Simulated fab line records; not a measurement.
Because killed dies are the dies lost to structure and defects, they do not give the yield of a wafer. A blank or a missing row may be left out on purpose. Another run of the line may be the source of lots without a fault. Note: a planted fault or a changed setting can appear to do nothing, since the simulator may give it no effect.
Chamber matching | flow sky130 | 4 sister chambers for SKY_VIA2_CMP_24 on cmp-02
The step polishes, stops on SiO2, t overpolish 20 s, target thk 0 nm. 14 wafers are shown with their chamber, then 6 later ones without.

## EACH WAFER AND ITS CHAMBER
wafer  | chamber | motor current A (A) | slurry flow ml min | slurry filter dp kPa (kPa)
L231.2 | 2       | 9.9                 | 149.5              | 13.52
L231.3 | 1       | 11.8                | 149.8              | 13.46
L231.4 | 0       | 9.0                 | 150.8              | 13.69
L237.2 | 2       | 10.1                | 149.9              | 13.46
L237.4 | 3       | 10.4                | 150.0              | 13.35
L237.6 | 3       | 10.5                | 150.2              | 13.66
L236.2 | 2       | 10.3                | 150.3              | 13.50
L236.4 | 3       | 10.2                | 151.0              | 13.60
L236.6 | 1       | 12.2                | 149.7              | 13.32
L241.1 | 0       | 8.8                 | 150.0              | 13.43
L241.3 | 1       | 11.5                | 150.7              | 13.56
L241.4 | 3       | 9.9                 | 149.8              | 13.35
L243.2 | 2       | 10.2                | 149.8              | 13.39
L243.4 | 0       | 8.7                 | 150.1              | 13.55

SIGNATURES (means of the wafers above)
reading              | chamber 0 | chamber 1 | chamber 2 | chamber 3 | scatter within a chamber
motor current A      | 8.833     | 11.833    | 10.125    | 10.250    | 0.243
slurry flow ml min   | 150.300   | 150.067   | 149.875   | 150.250   | 0.463
slurry filter dp kPa | 13.5567   | 13.4467   | 13.4675   | 13.4900   | 0.124
Rule: for a wafer and a chamber, the distance is found by dividing, reading by reading, the gap between the wafer's reading and the chamber's mean by the reading's scatter, squaring, summing and taking the root. If the next closest chamber is less than 2 further off than the closest, the wafer can't be placed; otherwise it belongs to the closest. How the scatter is found: for the shown wafers, subtract from each reading the mean of its chamber, square and add these, divide the total by (wafers less chambers), then take the root.

## WAFERS WHOSE CHAMBER IS MISSING
wafer  | motor current A (A) | slurry flow ml min | slurry filter dp kPa (kPa)
L243.6 | 8.9                 | 150.4              | 13.83
L244.3 | 11.6                | 149.4              | 13.72
L244.6 | 10.7                | 149.8              | 13.54
L248.1 | 10.1                | 149.6              | 13.52
L248.4 | 10.7                | 150.2              | 13.62
L248.6 | 10.5                | 149.8              | 13.42

## THE CHAMBER EACH PASSED THROUGH
wafer  | from the rows above     | in truth
L243.6 | 0                       | 0
L244.3 | 1                       | 1
L244.6 | can't be placed: 3 or 2 | 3
L248.1 | can't be placed: 2 or 3 | 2
L248.4 | can't be placed: 3 or 2 | 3
L248.6 | can't be placed: 3 or 2 | 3
2 of 6 placed correctly. Cannot be placed on the basis of these rows: 4; the candidates contain the true chamber in 4. Placed wrongly: 0.
